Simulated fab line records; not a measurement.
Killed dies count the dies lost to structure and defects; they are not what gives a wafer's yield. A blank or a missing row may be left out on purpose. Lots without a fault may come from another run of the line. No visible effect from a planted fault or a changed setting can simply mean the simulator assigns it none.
What tool caused it? ; flow sky130 ; 31 wafers from 11 lots sampled at 3 of the route's 708 steps

== WHAT EACH GAUGE READ, for each wafer ==
SKY_POLY_GATE_THK_MEAS_04. Usual: for POLY_GATE_CVD_03_THK the level is 75.4 nm and the standard deviation is 0.64.
lot;measured;on;POLY_GATE_CVD_03_THK (nm);flag
L708;day 16 12:59;film_metro-02;75.8 75.9 75.4;
L710;day 17 14:49;film_metro-02;75.2 75.0 75.6;
L711;day 17 14:50;film_metro-01;75.2 75.0 75.2;
L715;day 19 02:28;film_metro-03;76.0 75.5 76.0;
L721;day 20 00:17;film_metro-02;76.4 76.7 76.3;
L720;day 20 06:58;film_metro-01;76.1 76.2;
L723;day 20 23:59;film_metro-02;74.3 74.2;
L726;day 22 02:38;film_metro-01;75.3 75.7 74.9;
L729;day 23 00:02;film_metro-03;74.8 74.5 75.1;
L730;day 23 06:53;film_metro-01;74.1 74.4 74.5;
L731;day 23 12:16;film_metro-02;76.3 76.0 76.4;

SKY_SD_N_RS_MEAS_18: measurement is done with a four-point probe. Usual: for RES_XHIGH_RS the level is 333.0 ohm/sq and the standard deviation is 1.5.
lot;measured;on;RES_XHIGH_RS (ohm/sq);flag
L708;day 29 05:22;film_metro-02;334.3 334.5 334.2;
L710;day 30 08:26;film_metro-02;334.2 334.0 333.6;
L711;day 30 08:10;film_metro-03;333.8 333.2 334.5;
L715;day 31 13:37;film_metro-02;334.3 334.3 334.8;
L721;day 33 07:22;film_metro-01;334.9 333.5 333.8;
L720;day 33 10:10;film_metro-02;330.4 330.2;
L723;day 33 09:10;film_metro-01;330.1 330.4;
L726;day 34 03:52;film_metro-03;334.3 333.9 334.3;
L729;day 35 02:56;film_metro-01;332.2 332.9 333.2;
L730;day 35 07:56;film_metro-03;334.1 334.7 333.6;
L731;day 35 10:35;film_metro-02;333.4 331.8 332.5;

== TOOL THAT RAN EACH LOT (tool first, then ch and the chambers of the sampled wafers, then the start) ==
lot;SKY_POLY_GATE_ETCH_17
L708;rie_si-02 ch 1,2, day 17 18:32
L710;rie_si-02 ch 1,2,3, day 18 19:35
L711;rie_si-01 ch 0,2,3, day 18 19:56
L715;rie_si-02 ch 1,2, day 20 08:59
L721;rie_si-02 ch 1,2,3, day 21 06:29
L720;rie_si-01 ch 0,2, day 21 13:56
L723;rie_si-02 ch 1,2, day 22 06:53
L726;rie_si-02 ch 1,3, day 23 08:59
L729;rie_si-01 ch 0,1,2, day 24 06:26
L730;rie_si-02 ch 0,1,2, day 24 13:17
L731;rie_si-01 ch 0,3, day 24 18:11
- SKY_POLY_GATE_ETCH_17: etches poly-Si in HBr/Cl2, stops on SiO2, target depth 180 nm, time 70.5 s.

== AS READ BY THE TOOLS THEMSELVES (means over the sampled wafers that have a number; for cases with no such wafer, the mark the record gives instead) ==
SKY_POLY_GATE_ETCH_17. Usual: HBr_flow_sccm 150.0 sccm, standard deviation 0.39; drypump_motor_current_A 5.7 A, standard deviation 0.59; oes_product_au 0.981 a.u., standard deviation 0.008; throttle_valve_pct 33.683 %, standard deviation 0.0095.
lot;tool;HBr_flow_sccm (sccm);drypump_motor_current_A (A);oes_product_au (a.u.);throttle_valve_pct (%);flag
L708;rie_si-02;150.2;5.9;0.986;33.688;
L710;rie_si-02;150.2;5.7;0.974;33.687;
L711;rie_si-01;150.2;6.0;0.983;33.688;
L715;rie_si-02;150.1;5.8;0.990;33.692;
L721;rie_si-02;149.9;5.7;0.987;33.689;
L720;rie_si-01;150.4;6.3;0.982;33.683;
L723;rie_si-02;150.0;5.7;0.986;33.695;
L726;rie_si-02;150.2;5.9;0.990;33.680;
L729;rie_si-01;149.6;5.9;0.975;33.680;
L730;rie_si-02;150.0;5.6;0.977;33.670;
L731;rie_si-01;149.9;5.8;0.972;33.686;

== THE ANSWER, worked out from the rows above alone ==
Rule: take the mean of a lot's wafers that have a number; if it is more than 3 standard deviations from the usual mean, the lot is off. A lot without any number at a reading at which 4 lots or more have one is off too. Where the step has rows for the other lots, those lots are counted as sound. Order of review: gauges by route order, followed by the tools' own readings, for which a lot's mean as printed above is used. The first step at which some lot is off is used, and at that step the reading that is off furthest; a lot without a number counts as furthest.
No lot is off on any of the readings shown, so nothing can be concluded from this.

== WHAT THE SIMULATOR HAD PUT IN ==
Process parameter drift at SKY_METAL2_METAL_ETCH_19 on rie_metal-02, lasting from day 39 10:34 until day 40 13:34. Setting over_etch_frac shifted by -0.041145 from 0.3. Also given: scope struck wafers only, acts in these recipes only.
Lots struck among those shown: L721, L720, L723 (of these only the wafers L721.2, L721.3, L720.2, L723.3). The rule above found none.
